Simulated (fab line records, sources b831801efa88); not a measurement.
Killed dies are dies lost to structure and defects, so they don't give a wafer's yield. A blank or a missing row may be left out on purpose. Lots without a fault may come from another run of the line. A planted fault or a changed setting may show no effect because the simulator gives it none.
One fault seen from 2 desks | flow sfq_line | each desk has only its own numbers; what lay behind them comes last

THE TOOL OWNER'S DESK: litho_track-03
The tool's own readings at SFQ_TRILAYER_M6_LITHO_COAT_159 (resist thk 600 nm): means of the sampled wafers that have a number, for each lot that ran on this tool. A lot is out of limits, marked OUT, if its mean lies more than 4 standard deviations from the usual mean; the brackets give that distance.
Columns: A = chill_plate_temp_C at SFQ_TRILAYER_M6_LITHO_COAT_159, usual 23.00 C; B = resist_line_temp_C at SFQ_TRILAYER_M6_LITHO_COAT_159, usual 23.00 C; C = spin_speed_rpm at SFQ_TRILAYER_M6_LITHO_COAT_159, usual 2999.9 rpm
lot  | first seen here | A     | B     | C
L118 | day 67 21:44    | 22.97 | 22.99 | 3000.0
L130 | day 71 23:52    | 22.95 | 23.05 | 4061.9 (+99 or more) OUT
L132 | day 72 13:10    | 23.11 | 22.98 | 4061.0 (+99 or more) OUT
L133 | day 73 01:04    | 22.82 | 22.93 | 4060.8 (+99 or more) OUT
This desk's finding: out of limits on L130, L132, L133; first on L130, day 71 23:52 (spin_speed_rpm at SFQ_TRILAYER_M6_LITHO_COAT_159). In limits: L118.

THE METROLOGY DESK
What the gauges read, lot by lot, whatever tool the lot ran on: means of the sampled wafers that have a number. A lot is out of limits, marked OUT, if its mean lies more than 4 standard deviations from the usual mean; the brackets give that distance.
Columns: A = C5_OVL at SFQ_C5_OVL_MEAS_937, usual 1 nm; B = M6_NB_RS at SFQ_M6_RS_MEAS_938, usual 0.892 ohm/sq; C = M6_OVL at SFQ_M6_OVL_MEAS_940, usual 1 nm
lot  | first seen here | A  | B     | C
L115 | day 67 11:47    | 10 | 0.892 | -5
L118 | day 67 20:11    | -3 | 0.887 | -6
L130 | day 71 22:22    | -1 | 0.881 | 1
L132 | day 72 11:34    | 9  | 0.890 | 0
L133 | day 72 23:34    | 6  | 0.894 | 2
L134 | day 73 06:53    | 0  | 0.888 | 9
L137 | day 73 20:20    | 6  | 0.903 | -5
This desk's finding: nothing out of limits on any of the 7 lots.

PUT TOGETHER
The tool owner's desk could have raised an alarm at day 71 23:52, on L130, L132, L133.
The metrology desk saw nothing out of limits.
The metrology desk has L130, L132, L133 on record, within its limits.
Of the lots named, all ran SFQ_TRILAYER_M6_LITHO_COAT_159 on litho_track-03.

WHAT THE SIMULATOR HAD PUT IN
Process parameter drift: litho_track-03, from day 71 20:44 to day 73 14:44, at SFQ_TRILAYER_M6_LITHO_COAT_159. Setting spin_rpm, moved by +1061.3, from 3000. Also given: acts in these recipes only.
Lots struck among those shown: L130, L132, L133.
Hours from the fault's start to each desk's first reading out of limits: the tool owner's desk, 3.
